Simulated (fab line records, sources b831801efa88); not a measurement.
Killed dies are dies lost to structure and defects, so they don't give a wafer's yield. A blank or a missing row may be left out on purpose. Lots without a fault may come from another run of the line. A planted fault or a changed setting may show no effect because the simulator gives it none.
fab line records | flow gf180mcu
record lots=7 wafers=21 last_day=34
route steps=602 shown DNWELL@40 NWELL@42 LVPWELL@54 MVSD@66
lots that met no fault: from a run of the same line without faults
start_h: hours from the record's first day to the start of the lot's first wafer shown | wait_h: hours since the lot's step before | " the same as in the row above | L1.1+2: a row that stands for several wafers | - no value, or no start given | * or withheld: withheld | < > ~ a bound
route shown NAME@n: a module of which the file shows steps, and the number in the route of the first | usual: mean/standard deviation of fault-free wafers | same: alike in all rows | chamber/n: place in a boat | sites: the reading at each site | _std_site: their standard deviation | _edge_site: outer sites' mean less inner sites' | radius_mm: how far each site lies from the wafer's centre | mask NAME#n: copy n | behind: the tool/chamber that last shaped the wafer | hold: why the lot was held/for how many hours/how that ended | device: the transistor (n, p or np) that didn't switch | end of line: the same wafers' tests at the end of the route | a step without rows: its recipe alone | killed: dies lost to structure and defects at the first sort, not the wafer's yield | map: a wafer's dies, x killed, . not, _ none there
set.NAME: the setting as run; set.NAME@STEP: as run at that earlier step | model.NAME: the simulator's own value behind a step, which no gauge read
lots at some steps of the route; a table a step, a row a wafer
services: from which hour (start_h, from the record's first day; less than 0 if before it) a tool's chamber was out of use, for how many hours, and why
## steps
# step GF_DNWELL_STRIP_08
# recipe chemistry=O2/N2 power_w=1400 pressure_mtorr=1500 platen_temp_c=250 o2_flow_sccm=3000 n2_flow_sccm=300 overash_fraction=0.5
# usual chamber_pressure_mTorr=1500.2/1.4 drypump_motor_current_A=5.6/0.4 heater_power_w=321/36 oes_product_au=0.722/0.0046 strip_time_to_endpoint_s=37.00/0.099
# columns lot.wafer tool chamber start_h wait_h chamber_pressure_mTorr drypump_motor_current_A heater_power_w oes_product_au rf_hours_counter_h strip_time_to_endpoint_s
L544.1 plasma_asher-03 1 63.10 0.1 1499.8 5.4 387 0.719 44 36.88
L544.4 " 0 " " 1500.7 6.0 299 0.726 - 36.97
L544.5 " 1 " " 1500.1 5.4 399 0.726 - 36.95
L545.1 plasma_asher-01 1 69.31 0.1 1500.4 5.2 341 0.716 37 36.97
L545.4 " 1 " " 1501.0 5.2 338 0.726 - 37.08
L545.5 " 1 " " 1500.7 5.2 344 0.720 - 37.09
L546.1 plasma_asher-04 1 75.79 0.1 1499.8 5.8 315 0.727 29 37.19
L546.2 " 0 " " 1499.6 5.2 279 0.722 29 37.14
L546.4 " 0 " " 1501.6 5.2 278 0.721 - 37.17
L551.1 plasma_asher-03 0 103.19 0.1 1498.5 6.0 303 0.725 49 37.07
L551.4 " 1 " " 1501.3 5.4 394 0.723 - 37.16
L551.6 " 1 " " 1501.1 5.4 398 0.712 - 37.05
L557.3 plasma_asher-03 0 141.02 0.1 1499.7 6.0 297 0.726 - 37.00
L557.5 " 1 " " 1499.7 5.4 399 0.724 - 36.96
L557.6 " 0 " " 1501.9 6.0 297 0.729 - 36.78
L561.1 plasma_asher-01 1 157.16 0.1 1502.3 5.2 340 0.720 47 36.89
L561.3 " 1 " " 1501.8 5.2 344 0.723 - 36.86
L561.5 " 1 " " 1500.1 5.2 343 0.723 - 36.85
L562.1 plasma_asher-03 0 164.09 0.1 1499.8 6.0 302 0.724 57 37.16
L562.2 " 1 " " 1500.0 5.4 391 0.724 57 36.95
L562.6 " 1 " " 1502.0 5.4 407 0.719 - 37.04
# step GF_DNWELL_TW_MEAS_09
# usual DNWELL_TW=1357/11
# columns lot.wafer tool chamber start_h wait_h DNWELL_TW
L544.1 film_metro-04 - 63.20 0.1 1362
L544.4 " - " " 1365
L544.5 " - " " 1365
L545.1 film_metro-01 - 69.41 0.1 1353
L545.4 " - " " 1353
L545.5 " - " " 1355
L546.1 film_metro-04 - 75.89 0.1 1339
L546.2 " - " " 1347
L546.4 " - " " 1344
L551.1 film_metro-04 - 103.29 0.1 1362
L551.4 " - " " 1370
L551.6 " - " " 1374
L557.3 film_metro-01 - 141.11 0.1 1348
L557.5 " - " " 1356
L557.6 " - " " 1352
L561.1 film_metro-04 - 157.26 0.1 1371
L561.3 " - " " 1363
L561.5 " - " " 1372
L562.1 film_metro-01 - 164.19 0.1 1354
L562.2 " - " " 1347
L562.6 " - " " 1358
# step GF_NWELL_DEHYDRATE_00
# recipe temp_c=200 time_s=60
# step GF_NWELL_HMDS_01
# recipe prime_time_s=60 prime_temp_c=120
# step GF_NWELL_COAT_02
# recipe spin_rpm=2000 resist_thk_nm=3000
# step GF_NWELL_SOFTBAKE_03
# recipe temp_c=110 time_s=withheld
# step GF_NWELL_EXPOSE_04
# recipe mask_id=Nwell target_cd_nm=860 na=0.6 source_shape=conventional sigma_outer=0.6 dose_mj=260
# step GF_NWELL_PEB_05
# recipe temp_c=115 time_s=withheld
# step GF_NWELL_DEVELOP_06
# recipe wall_angle_deg=90 develop_time_s=60 dev_temp_c=23
# step GF_NWELL_OVL_MEAS_07
# usual NWELL_OVL=-0.3/1.6
# columns lot.wafer tool chamber start_h wait_h NWELL_OVL[nm]
L544.1 overlay-02 - 76.46 - 0.5
L544.4 " - " " 0.5
L544.5 " - " " 0.6
L545.1 overlay-02 - 83.16 - 1.1
L545.4 " - " " -2.6
L545.5 " - " " -1.6
L546.1 overlay-01 - 89.67 - -0.8
L546.2 " - " " 0.7
L546.4 " - " " -0.7
L551.1 overlay-01 - 117.82 - -2.6
L551.4 " - " " 0.0
L551.6 " - " " -0.4
L557.3 overlay-01 - 157.13 - -1.0
L557.5 " - " " -0.5
L557.6 " - " " 0.2
L561.1 overlay-01 - 174.11 - 0.1
L561.3 " - " " -1.4
L561.5 " - " " 2.4
L562.1 overlay-02 - 180.61 - 0.8
L562.2 " - " " -0.1
L562.6 " - " " 1.4
# step GF_NWELL_IMPLANT_08
# recipe species=P energy_kev=450 dose_cm2=1.5e+13 tilt_deg=0
# step GF_NWELL_IMPLANT_09
# recipe species=P energy_kev=160 dose_cm2=4e+12 tilt_deg=0
# step GF_NWELL_STRIP_10
# recipe chemistry=O2/N2 power_w=1400 pressure_mtorr=1500 platen_temp_c=250 o2_flow_sccm=3000 n2_flow_sccm=300 overash_fraction=0.5
# usual chamber_pressure_mTorr=1500.2/1.3 drypump_motor_current_A=5.6/0.37 heater_power_w=318/42 oes_product_au=0.722/0.0047 strip_time_to_endpoint_s=36.97/0.1
# columns lot.wafer tool chamber start_h wait_h chamber_pressure_mTorr drypump_motor_current_A heater_power_w oes_product_au rf_hours_counter_h strip_time_to_endpoint_s model.coat_of_NWELL_COAT_02.thk_nm
L544.1 plasma_asher-04 1 76.79 0.1 - - - - - - 2992
L544.4 " 1 " " - - - - - - 3000
L544.5 " 0 " " - - - - - - 2994
L545.1 plasma_asher-04 0 83.49 0.1 - - - - - - 3013
L545.4 " 0 " " - - - - - - 3008
L545.5 " 0 " " - - - - - - 3010
L546.1 plasma_asher-04 1 90.00 0.1 - - - - - - 2981
L546.2 " 0 " " - - - - - - 3002
L546.4 " 0 " " - - - - - - 2998
L551.1 plasma_asher-04 1 118.15 0.1 1497.9 5.8 319 0.723 35 36.98 0
L551.4 " 0 " " 1500.6 5.2 281 0.723 - 36.93 0
L551.6 " 0 " " 1499.9 5.2 284 0.721 - 37.04 0
L557.3 plasma_asher-03 1 157.48 0.1 1498.5 5.4 399 0.733 - 37.04 0
L557.5 " 1 " " 1500.2 5.4 397 0.727 - 36.97 0
L557.6 " 0 " " 1500.1 6.0 300 0.721 - 36.88 0
L561.1 plasma_asher-02 1 174.44 0.1 1502.1 5.4 289 0.720 4 36.97 0
L561.3 " 0 " " 1499.6 6.3 371 0.727 - 37.04 0
L561.5 " 0 " " 1500.5 6.4 368 0.713 - 37.08 0
L562.1 plasma_asher-04 0 180.94 0.1 1498.4 5.2 275 0.715 42 37.07 0
L562.2 " 1 " " 1500.5 5.8 319 0.724 42 37.12 0
L562.6 " 1 " " 1499.5 5.8 310 0.719 - 36.99 0
# step GF_NWELL_TW_MEAS_11
# usual NWELL_TW=1568/7.3
# columns lot.wafer tool chamber start_h wait_h NWELL_TW
L544.1 film_metro-03 - 76.89 0.1 1564
L544.4 " - " " 1565
L544.5 " - " " 1557
L545.1 film_metro-02 - 83.59 0.1 1573
L545.4 " - " " 1571
L545.5 " - " " 1572
L546.1 film_metro-01 - 90.10 0.1 1576
L546.2 " - " " 1567
L546.4 " - " " 1572
L551.1 film_metro-01 - 118.25 0.1 1570
L551.4 " - " " 1565
L551.6 " - " " 1565
L557.3 film_metro-02 - 157.57 0.1 1562
L557.5 " - " " 1569
L557.6 " - " " 1565
L561.1 film_metro-02 - 174.54 0.1 1568
L561.3 " - " " 1566
L561.5 " - " " 1576
L562.1 film_metro-01 - 181.04 0.1 1572
L562.2 " - " " 1573
L562.6 " - " " 1586
# step GF_LVPWELL_DEHYDRATE_00
# recipe temp_c=200 time_s=60
# step GF_LVPWELL_HMDS_01
# recipe prime_time_s=60 prime_temp_c=120
# step GF_LVPWELL_COAT_02
# recipe spin_rpm=2000 resist_thk_nm=3000
# step GF_LVPWELL_SOFTBAKE_03
# recipe temp_c=110 time_s=withheld
# step GF_LVPWELL_EXPOSE_04
# recipe mask_id=LVPWELL target_cd_nm=600 na=0.6 source_shape=conventional sigma_outer=0.6 dose_mj=260
# step GF_LVPWELL_PEB_05
# recipe temp_c=115 time_s=withheld
# step GF_LVPWELL_DEVELOP_06
# recipe wall_angle_deg=90 develop_time_s=60 dev_temp_c=23
# step GF_LVPWELL_OVL_MEAS_07
# usual LVPWELL_OVL=0.1/1.4
# columns lot.wafer tool chamber start_h wait_h LVPWELL_OVL[nm]
L544.1 overlay-01 - 91.04 - 0.6
L544.4 " - " " 0.0
L544.5 " - " " 0.3
L545.1 overlay-01 - 98.14 - -1.6
L545.4 " - " " -3.2
L545.5 " - " " -0.6
L546.1 overlay-01 - 104.17 - -1.1
L546.2 " - " " 0.0
L546.4 " - " " 2.3
L551.1 overlay-01 - 133.14 - -0.3
L551.4 " - " " 0.3
L551.6 " - " " -0.2
L557.3 overlay-02 - 174.58 - 1.7
L557.5 " - " " 3.2
L557.6 " - " " 1.2
L561.1 overlay-01 - 191.56 - -1.6
L561.3 " - " " -1.5
L561.5 " - " " -0.5
L562.1 overlay-01 - 197.06 - 0.3
L562.2 " - " " -0.7
L562.6 " - " " -0.1
# step GF_LVPWELL_IMPLANT_08
# recipe species=B energy_kev=170 dose_cm2=1.5e+13 tilt_deg=0
# step GF_LVPWELL_IMPLANT_09
# recipe species=B energy_kev=60 dose_cm2=5e+12 tilt_deg=0
# step GF_LVPWELL_STRIP_10
# recipe chemistry=O2/N2 power_w=1400 pressure_mtorr=1500 platen_temp_c=250 o2_flow_sccm=3000 n2_flow_sccm=300 overash_fraction=0.5
# usual chamber_pressure_mTorr=1500.0/1.5 drypump_motor_current_A=5.7/0.45 heater_power_w=315/28 oes_product_au=0.722/0.0048 strip_time_to_endpoint_s=37.01/0.12
# columns lot.wafer tool chamber start_h wait_h chamber_pressure_mTorr drypump_motor_current_A heater_power_w oes_product_au rf_hours_counter_h strip_time_to_endpoint_s
L544.1 plasma_asher-04 1 91.37 0.1 1499.8 5.8 318 0.740 31 81.07
L544.4 " 0 " " 1499.1 5.2 278 0.742 - 81.14
L544.5 " 0 " " 1500.7 5.2 278 0.739 - 81.15
L545.1 plasma_asher-04 0 98.47 0.1 1500.5 5.2 280 0.738 32 81.40
L545.4 " 1 " " 1500.3 5.8 318 0.745 - 81.22
L545.5 " 0 " " 1500.3 5.2 276 0.741 - 81.28
L546.1 plasma_asher-01 0 104.50 0.1 1500.6 6.1 303 0.742 41 81.18
L546.2 " 1 " " 1500.5 5.2 333 0.738 41 81.58
L546.4 " 1 " " 1501.2 5.2 337 0.731 - 81.46
L551.1 plasma_asher-01 0 133.47 0.1 1499.2 6.1 298 0.729 44 36.90
L551.4 " 1 " " 1498.0 5.2 333 0.727 - 36.97
L551.6 " 0 " " 1500.5 6.1 308 0.718 - 36.90
L557.3 plasma_asher-02 1 174.93 0.1 1500.9 5.4 287 0.722 - 36.97
L557.5 " 1 " " 1500.6 5.4 290 0.722 - 37.13
L557.6 " 0 " " 1499.2 6.4 362 0.721 - 37.07
L561.1 plasma_asher-02 1 191.89 0.1 1501.9 5.4 289 0.729 6 37.05
L561.3 " 0 " " 1500.5 6.4 374 0.727 - 37.10
L561.5 " 0 " " 1499.3 6.4 369 0.721 - 37.03
L562.1 plasma_asher-02 1 197.40 0.1 1498.6 5.5 283 0.719 7 37.10
L562.2 " 0 " " 1499.0 6.3 361 0.723 7 37.08
L562.6 " 0 " " 1499.3 6.4 373 0.730 - 37.10
# step GF_LVPWELL_TW_MEAS_11
# usual LVPWELL_TW=559/3.1
# columns lot.wafer tool chamber start_h wait_h LVPWELL_TW
L544.1 film_metro-01 - 91.47 0.1 30
L544.4 " - " " 30
L544.5 " - " " 30
L545.1 film_metro-01 - 98.57 0.1 30
L545.4 " - " " 30
L545.5 " - " " 30
L546.1 film_metro-03 - 104.60 0.1 30
L546.2 " - " " 30
L546.4 " - " " 30
L551.1 film_metro-02 - 133.57 0.1 562
L551.4 " - " " 561
L551.6 " - " " 563
L557.3 film_metro-02 - 175.02 0.1 557
L557.5 " - " " 557
L557.6 " - " " 556
L561.1 film_metro-01 - 191.99 0.1 559
L561.3 " - " " 558
L561.5 " - " " 557
L562.1 film_metro-02 - 197.50 0.1 557
L562.2 " - " " 559
L562.6 " - " " 558
# step GF_MVSD_DEHYDRATE_00
# recipe temp_c=200 time_s=60
## services
# columns tool chamber start_h hours kind
plasma_asher-04 - 50.54 3.1 repair
plasma_asher-02 - 62.06 17.9 repair
plasma_asher-02 - 76.89 34.2 repair
plasma_asher-02 - 111.13 9.0 pm
plasma_asher-02 0 111.13 9.0 vent_cycle
plasma_asher-02 1 111.13 9.0 vent_cycle
plasma_asher-02 0 120.13 - clean
plasma_asher-02 1 120.13 - clean
plasma_asher-02 - 143.25 15.6 pm
plasma_asher-01 - 185.95 8.8 repair
## key
first_sign step=GF_NWELL_STRIP_10 reading=tool_record direction=missing
effect step=GF_LVPWELL_STRIP_10 reading=strip_time_to_endpoint_s direction=up sigmas=99+ usual=* struck=*
effect step=GF_LVPWELL_TW_MEAS_11 reading=LVPWELL_TW direction=down sigmas=99+ usual=559 struck=30
model_effect step=GF_NWELL_STRIP_10 value=coat_of_NWELL_COAT_02.thk_nm without=0 struck=3000
met_at GF_NWELL_STRIP_10
struck_wafers L544.1,L544.4,L544.5,L545.1,L545.4,L545.5,L546.1,L546.2,L546.4
sort_left_out L544.1,L544.4,L544.5,L545.1,L545.4,L545.5,L546.1,L546.2,L546.4
tester_left_out L544,L545,L546
fault kind=skipped_step_whole tool=plasma_asher-04 chamber=- onset_h=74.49 steps=GF_NWELL_STRIP_10 scope=struck_lots_only
# tester_left_out: of these lots the tester's yield and bins aren't shown, on N5 and GAA mostly nor the transistor test; their killed dies are dies lost to structure and defects alone, not to doping, threshold or leakage, so they don't give the yield
# sort_left_out: the simulated sort isn't trusted on such a fault, so these wafers' sort isn't shown, and their yield isn't known
